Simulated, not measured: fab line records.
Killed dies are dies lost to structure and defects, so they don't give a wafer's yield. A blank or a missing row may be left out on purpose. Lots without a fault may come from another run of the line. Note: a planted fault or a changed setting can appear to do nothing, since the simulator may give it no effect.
Which tool was responsible?    flow gf180mcu    route of 602 steps, sampled at 1 step: 7 lots, 21 wafers

== WHAT THE GAUGES SHOWED, per wafer ==
GF_CONTACT_THK_MEAS_26: measures by xrf.
lot   measured      on             CONTACT_W_THK (nm)
L660  day 17 22:50  film_metro-03  308 302 303
L663  day 18 08:01  film_metro-01  303 303 303
L671  day 21 16:27  film_metro-01  299 301 298
L673  day 22 04:33  film_metro-03  304 305 305
L675  day 22 16:55  film_metro-01  305 300 301
L678  day 23 15:33  film_metro-03  306 304 307
L680  day 24 08:37  film_metro-03  307 310 306

== WHICH TOOL RAN EACH LOT (tool, then ch and the chambers of the sampled wafers, then the start) ==
The record shows no process step preceding these readings.

== THE ANSWER, worked out from the rows above alone ==
Rule: the usual values come from the lots themselves. The widest of any qualifying gaps counts: lots, ordered by their means at a reading, are off when they make up no more than a third of the lots, leave a main group of 4 or more, and stand apart from it by 3 or more times the standard deviation of that group's means. Not used: any main group whose means are identical at the precision the tables above print for the reading. Also off: a lot with no number at a reading for which 4 or more lots have one. Where the step has rows for the other lots, those lots are counted as sound.
None of the lots is off at any reading shown; this tells nothing.

== WHAT THE SIMULATOR HAD PUT IN ==
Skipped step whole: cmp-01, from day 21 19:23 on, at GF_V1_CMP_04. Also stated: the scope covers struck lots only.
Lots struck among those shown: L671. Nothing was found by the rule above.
